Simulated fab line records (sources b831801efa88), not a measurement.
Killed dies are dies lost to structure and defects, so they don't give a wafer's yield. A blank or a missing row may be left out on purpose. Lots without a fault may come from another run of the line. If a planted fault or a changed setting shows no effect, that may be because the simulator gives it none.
fab line records ; flow sky130
record: lots: 13; wafers: 39; last-day: 50
route steps=708 shown LOCAL_INTERCONNECT@387
lots that met no fault: taken from a fault-free run of the same line
start-h: hours from the record's opening day to when the first of the lot's shown wafers began ; wait-h: hours from the lot's prior step to this one ; " unchanged from the row above ; L1.1+2: one row covering several wafers at once ; - value missing, or start not given ; * or withheld: withheld ; < > ~ a bound
route shown NAME@n: a module of which the file shows steps, and the number in the route of the first ; usual: the fault-free wafers' mean and standard deviation ; same: alike in all rows ; chamber/n: place in a boat ; sites: each site's reading ; _std_site: the values' standard deviation ; _edge_site: the outer-site mean with the inner-site mean subtracted ; radius-mm: for every site, how far away it sits from the centre of the wafer ; mask NAME#n: copy n ; behind: the tool/chamber that last shaped the wafer ; hold: why the lot went on hold/how many hours it stayed there/how the hold came to an end ; device: names the non-switching transistor (n, p or np) ; end of line: tests run on the same wafers once the route is complete ; a step with no rows: only its recipe ; killed: dies lost to structure and defects at the first sort, not the wafer's yield ; map: per-die view of a wafer (x killed, . not killed, _ where there is no die)
set.NAME: the run value of the setting; set.NAME@STEP: its run value at that earlier step ; model.NAME: the simulator's own value behind a step, which no gauge read
route steps across a sampled set of lots; one table per step, one row per wafer
services: from which hour (start-h, from the record's first day; less than 0 if before it) a tool's chamber was out of use, for how many hours, and why
== steps ==
step: SKY_LOCAL_INTERCONNECT_SPUTTER_00
recipe: material: TiN; target-thk-nm: 100; temp-c: 300; power-w: 6500; time-s: 83.3; chamber-pressure-pa: 0.4
usual: throttle-valve-pct: 29.8/1.1
lot.wafer;tool;chamber;start-h;wait-h;throttle-valve-pct
L698.2;pvd-sputter-02;-;677.85;0.1;30.6
L698.3;pvd-sputter-02;-;677.85;0.1;31.9
L698.6;pvd-sputter-02;-;677.85;0.1;30.4
L699.1;pvd-sputter-02;-;690.87;0.2;32.2
L699.5;pvd-sputter-02;-;690.87;0.2;30.3
L699.6;pvd-sputter-02;-;690.87;0.2;29.6
L700.1;pvd-sputter-02;-;694.21;0.1;32.0
L700.3;pvd-sputter-02;-;694.21;0.1;30.3
L700.5;pvd-sputter-02;-;694.21;0.1;30.4
L701.1;pvd-sputter-04;-;698.42;0.1;28.8
L701.5;pvd-sputter-04;-;698.42;0.1;30.9
L701.6;pvd-sputter-04;-;698.42;0.1;27.6
L703.1;pvd-sputter-01;-;756.47;0.1;30.3
L703.2;pvd-sputter-01;-;756.47;0.1;28.8
L703.4;pvd-sputter-01;-;756.47;0.1;29.9
L704.4;pvd-sputter-01;-;757.07;0.1;28.5
L704.5;pvd-sputter-01;-;757.07;0.1;30.0
L704.6;pvd-sputter-01;-;757.07;0.1;30.1
L706.1;pvd-sputter-04;-;760.48;0.1;31.0
L706.2;pvd-sputter-04;-;760.48;0.1;27.9
L706.3;pvd-sputter-04;-;760.48;0.1;29.2
L708.1;pvd-sputter-04;-;768.72;0.2;29.0
L708.2;pvd-sputter-04;-;768.72;0.2;31.1
L708.4;pvd-sputter-04;-;768.72;0.2;27.7
L709.1;pvd-sputter-04;-;769.88;0.1;29.2
L709.3;pvd-sputter-04;-;769.88;0.1;30.9
L709.4;pvd-sputter-04;-;769.88;0.1;28.4
L710.2;pvd-sputter-04;-;779.87;0.1;29.3
L710.3;pvd-sputter-04;-;779.87;0.1;29.0
L710.6;pvd-sputter-04;-;779.87;0.1;28.2
L717.1;pvd-sputter-04;-;849.09;0.2;30.8
L717.2;pvd-sputter-04;-;849.09;0.2;28.7
L717.6;pvd-sputter-04;-;849.09;0.2;29.0
L716.1;pvd-sputter-04;-;852.07;0.1;27.8
L716.2;pvd-sputter-04;-;852.07;0.1;30.9
L716.4;pvd-sputter-04;-;852.07;0.1;29.1
L720.1;pvd-sputter-04;-;853.55;0.1;28.8
L720.3;pvd-sputter-04;-;853.55;0.1;31.2
L720.4;pvd-sputter-04;-;853.55;0.1;29.4
step: SKY_LOCAL_INTERCONNECT_RS_MEAS_01
recipe: thk-meas-gauge: four-point-probe; reads: TiN_of_LOCAL_INTERCONNECT_SPUTTER_00
usual: LOCAL_INTERCONNECT_TIN_RS: 14.05/0.17
lot.wafer;tool;chamber;start-h;wait-h;LOCAL_INTERCONNECT_TIN_RS[ohm/sq]
L698.2;film-metro-04;-;677.93;0.1;13.89
L698.3;film-metro-04;-;677.93;0.1;13.93
L698.6;film-metro-04;-;677.93;0.1;13.80
L699.1;film-metro-02;-;690.93;0.0;13.71
L699.5;film-metro-02;-;690.93;0.0;13.72
L699.6;film-metro-02;-;690.93;0.0;13.92
L700.1;film-metro-04;-;694.27;0.0;13.85
L700.3;film-metro-04;-;694.27;0.0;14.00
L700.5;film-metro-04;-;694.27;0.0;13.97
L701.1;film-metro-02;-;698.48;0.0;14.33
L701.5;film-metro-02;-;698.48;0.0;14.20
L701.6;film-metro-02;-;698.48;0.0;14.06
L703.1;film-metro-01;-;756.53;0.0;14.08
L703.2;film-metro-01;-;756.53;0.0;14.11
L703.4;film-metro-01;-;756.53;0.0;14.13
L704.4;film-metro-04;-;757.19;0.1;14.09
L704.5;film-metro-04;-;757.19;0.1;14.17
L704.6;film-metro-04;-;757.19;0.1;14.08
L706.1;film-metro-04;-;760.55;0.0;14.20
L706.2;film-metro-04;-;760.55;0.0;14.18
L706.3;film-metro-04;-;760.55;0.0;14.28
L708.1;film-metro-01;-;768.79;0.0;14.26
L708.2;film-metro-01;-;768.79;0.0;14.15
L708.4;film-metro-01;-;768.79;0.0;14.08
L709.1;film-metro-02;-;769.95;0.0;17.53
L709.3;film-metro-02;-;769.95;0.0;14.27
L709.4;film-metro-02;-;769.95;0.0;14.18
L710.2;film-metro-02;-;779.95;0.1;14.07
L710.3;film-metro-02;-;779.95;0.1;17.18
L710.6;film-metro-02;-;779.95;0.1;14.04
L717.1;film-metro-04;-;849.15;0.0;13.88
L717.2;film-metro-04;-;849.15;0.0;14.21
L717.6;film-metro-04;-;849.15;0.0;14.06
L716.1;film-metro-04;-;852.13;0.0;14.22
L716.2;film-metro-04;-;852.13;0.0;13.81
L716.4;film-metro-04;-;852.13;0.0;14.05
L720.1;film-metro-01;-;853.61;0.0;14.14
L720.3;film-metro-01;-;853.61;0.0;13.96
L720.4;film-metro-01;-;853.61;0.0;14.15
step: SKY_LOCAL_INTERCONNECT_THK_MEAS_02
recipe: thk-meas-gauge: xrf; reads: TiN_of_LOCAL_INTERCONNECT_SPUTTER_00
usual: LOCAL_INTERCONNECT_TIN_THK: 100.7/1.2
lot.wafer;tool;chamber;start-h;wait-h;LOCAL_INTERCONNECT_TIN_THK[nm]
L698.2;film-metro-04;-;678.04;0.1;101.6
L698.3;film-metro-04;-;678.04;0.1;101.1
L698.6;film-metro-04;-;678.04;0.1;102.5
L699.1;film-metro-02;-;691.05;0.1;102.7
L699.5;film-metro-02;-;691.05;0.1;102.6
L699.6;film-metro-02;-;691.05;0.1;101.2
L700.1;film-metro-04;-;694.39;0.1;102.3
L700.3;film-metro-04;-;694.39;0.1;101.0
L700.5;film-metro-04;-;694.39;0.1;101.3
L701.1;film-metro-02;-;698.60;0.1;98.7
L701.5;film-metro-02;-;698.60;0.1;99.6
L701.6;film-metro-02;-;698.60;0.1;100.8
L703.1;film-metro-01;-;756.65;0.1;100.6
L703.2;film-metro-01;-;756.65;0.1;100.1
L703.4;film-metro-01;-;756.65;0.1;99.7
L704.4;film-metro-04;-;757.28;0.1;100.5
L704.5;film-metro-04;-;757.28;0.1;100.2
L704.6;film-metro-04;-;757.28;0.1;100.4
L706.1;film-metro-04;-;760.67;0.1;99.2
L706.2;film-metro-04;-;760.67;0.1;100.4
L706.3;film-metro-04;-;760.67;0.1;99.2
L708.1;film-metro-01;-;768.91;0.1;98.8
L708.2;film-metro-01;-;768.91;0.1;100.0
L708.4;film-metro-01;-;768.91;0.1;100.2
L709.1;film-metro-02;-;770.07;0.1;82.1
L709.3;film-metro-02;-;770.07;0.1;100.1
L709.4;film-metro-02;-;770.07;0.1;100.0
L710.2;film-metro-02;-;780.06;0.1;101.4
L710.3;film-metro-02;-;780.06;0.1;83.3
L710.6;film-metro-02;-;780.06;0.1;101.2
L717.1;film-metro-04;-;849.27;0.1;101.9
L717.2;film-metro-04;-;849.27;0.1;99.6
L717.6;film-metro-04;-;849.27;0.1;100.1
L716.1;film-metro-04;-;852.25;0.1;99.6
L716.2;film-metro-04;-;852.25;0.1;102.4
L716.4;film-metro-04;-;852.25;0.1;101.3
L720.1;film-metro-01;-;853.73;0.1;99.8
L720.3;film-metro-01;-;853.73;0.1;101.2
L720.4;film-metro-01;-;853.73;0.1;100.0
step: SKY_LOCAL_INTERCONNECT_METAL_ETCH_14
recipe: target-depth-nm: 110; stop-on: PSG; chemistry: Cl2/BCl3; target: TiN; resist-sidewall-deg: 88; pressure-mtorr: 10; icp-w: 900; bias-w: 48.5; Cl2_flow_sccm: 60; bcl3-flow-sccm: 30; time-s: 31.4
usual: chamber-pressure-mTorr: 9.999/0.0091; drypump-motor-current-A: 5.4/0.46; oes-product-au: 0.945/0.0077; rf-fwd-power-W: 888/5.9; throttle-valve-pct: 21.899/0.009
same: time-s: 31.4
lot.wafer;tool;chamber;start-h;wait-h;chamber-pressure-mTorr;drypump-motor-current-A;oes-product-au;rf-fwd-power-W;rf-hours-counter-h;throttle-valve-pct
L698.2;rie-metal-01;1;706.57;0.0;10.015;5.3;0.946;892;8;21.905
L698.3;rie-metal-01;1;706.57;0.0;10.018;5.3;0.944;894;-;21.872
L698.6;rie-metal-01;0;706.57;0.0;10.002;4.7;0.955;878;-;21.884
L699.1;rie-metal-04;1;719.42;0.0;10.000;6.3;0.950;881;12;21.882
L699.5;rie-metal-04;0;719.42;0.0;9.999;5.3;0.957;890;-;21.896
L699.6;rie-metal-04;1;719.42;0.0;9.998;6.3;0.952;882;-;21.877
L700.1;rie-metal-01;1;721.99;0.0;10.012;5.2;0.950;894;8;21.890
L700.3;rie-metal-01;1;721.99;0.0;9.999;5.3;0.950;894;-;21.905
L700.5;rie-metal-01;1;721.99;0.0;9.990;5.2;0.939;893;-;21.907
L701.1;rie-metal-02;0;726.34;0.1;9.992;5.5;0.929;892;5;21.899
L701.5;rie-metal-02;0;726.34;0.1;9.995;5.6;0.945;892;-;21.913
L701.6;rie-metal-02;0;726.34;0.1;10.001;5.6;0.952;889;-;21.898
L703.1;rie-metal-02;1;783.57;0.0;10.008;5.4;0.946;879;1;21.903
L703.2;rie-metal-02;0;783.57;0.0;9.999;5.6;0.955;887;7;21.903
L703.4;rie-metal-02;1;783.57;0.0;9.994;5.4;0.929;882;-;21.904
L704.4;rie-metal-04;1;784.88;0.0;9.984;6.2;0.948;891;-;21.890
L704.5;rie-metal-04;1;784.88;0.0;9.993;6.2;0.936;887;-;21.903
L704.6;rie-metal-04;0;784.88;0.0;10.000;5.3;0.937;893;-;21.909
L706.1;rie-metal-04;0;788.02;0.0;9.987;5.3;0.943;895;15;21.898
L706.2;rie-metal-04;1;788.02;0.0;10.005;6.3;0.940;887;14;21.905
L706.3;rie-metal-04;0;788.02;0.0;10.006;5.3;0.932;894;-;21.911
L708.1;rie-metal-01;0;795.67;0.0;9.991;4.7;0.935;880;5;21.903
L708.2;rie-metal-01;1;795.67;0.0;9.993;5.3;0.937;896;10;21.886
L708.4;rie-metal-01;0;795.67;0.0;9.990;4.6;0.938;879;-;21.896
L709.1;rie-metal-04;1;796.58;0.1;10.001;6.3;0.842;885;15;21.962
L709.3;rie-metal-04;1;796.58;0.1;10.001;6.3;0.941;888;-;21.904
L709.4;rie-metal-04;1;796.58;0.1;9.988;6.2;0.937;887;-;21.906
L710.2;rie-metal-01;1;806.77;0.0;9.979;5.3;0.949;892;11;21.885
L710.3;rie-metal-01;0;806.77;0.0;9.994;4.6;0.844;883;-;21.966
L710.6;rie-metal-01;1;806.77;0.0;10.009;5.3;0.954;895;-;21.896
L717.1;rie-metal-01;1;874.67;0.0;10.016;5.3;0.955;893;13;21.900
L717.2;rie-metal-01;0;874.67;0.0;10.002;4.7;0.938;880;8;21.909
L717.6;rie-metal-01;0;874.67;0.0;10.009;4.7;0.939;879;-;21.889
L716.1;rie-metal-01;0;878.17;0.0;9.985;4.7;0.934;883;8;21.904
L716.2;rie-metal-01;1;878.17;0.0;9.990;5.3;0.955;896;14;21.901
L716.4;rie-metal-01;1;878.17;0.0;9.995;5.3;0.946;890;-;21.902
L720.1;rie-metal-02;1;879.62;0.0;9.992;5.4;0.940;884;5;21.902
L720.3;rie-metal-02;0;879.62;0.0;9.997;5.6;0.950;890;-;21.890
L720.4;rie-metal-02;1;879.62;0.0;10.001;5.4;0.946;887;-;21.912
== services ==
tool;chamber;start-h;hours;kind
pvd-sputter-01;-;658.93;0.5;repair
rie-metal-01;-;661.92;14.6;pm
pvd-sputter-02;2;700.17;-;consumable-replace:kit
pvd-sputter-02;2;700.17;18.0;scheduled-down
pvd-sputter-02;2;700.17;18.0;vent-cycle
pvd-sputter-04;-;718.09;1.4;repair
rie-metal-02;1;723.35;-;clean
rie-metal-02;1;723.35;21.4;scheduled-down
rie-metal-02;1;723.35;21.4;vent-cycle
pvd-sputter-01;-;725.76;3.8;repair
rie-metal-04;1;741.73;2.8;repair
pvd-sputter-01;-;745.01;1.6;repair
pvd-sputter-04;-;754.84;5.1;repair
pvd-sputter-02;-;778.47;1.8;repair
rie-metal-04;0;792.11;-;clean
rie-metal-04;0;792.11;23.3;scheduled-down
rie-metal-04;0;792.11;23.3;vent-cycle
pvd-sputter-01;-;825.82;1.7;repair
rie-metal-04;1;872.64;-;clean
rie-metal-04;1;872.64;22.8;scheduled-down
rie-metal-04;1;872.64;22.8;vent-cycle
pvd-sputter-04;1;878.62;-;consumable-replace:kit
pvd-sputter-04;1;878.62;18.0;scheduled-down
pvd-sputter-04;1;878.62;18.0;vent-cycle
== key ==
first-sign: step: SKY_LOCAL_INTERCONNECT_RS_MEAS_01; reading: LOCAL_INTERCONNECT_TIN_RS; direction: up; sigmas: 20; usual: 14.05; struck: 17.36
effect: step: SKY_LOCAL_INTERCONNECT_THK_MEAS_02; reading: LOCAL_INTERCONNECT_TIN_THK; direction: down; sigmas: 15; usual: 100.7; struck: 82.7
effect: step: SKY_LOCAL_INTERCONNECT_METAL_ETCH_14; reading: oes-product-au; direction: down; sigmas: 13; usual: 0.945; struck: 0.843
met-at SKY_LOCAL_INTERCONNECT_SPUTTER_00
struck-lots L709,L710
struck-wafers L709.1,L710.3
tester-left-out L709,L710
onset-between 768.72 769.88
fault: kind: process-parameter-drift; tool: pvd-sputter-04; chamber: -; onset-h: 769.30; steps: SKY_LOCAL_INTERCONNECT_SPUTTER_00; channel: time-s; offset: *; shape: step; end-h: 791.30; acts-in: *; stated: *; scope: struck-wafers-only
tester-left-out: of these lots the tester's yield and bins aren't shown, on N5 and GAA mostly nor the transistor test; their killed dies are dies lost to structure and defects alone, not to doping, threshold or leakage, so they don't give the yield
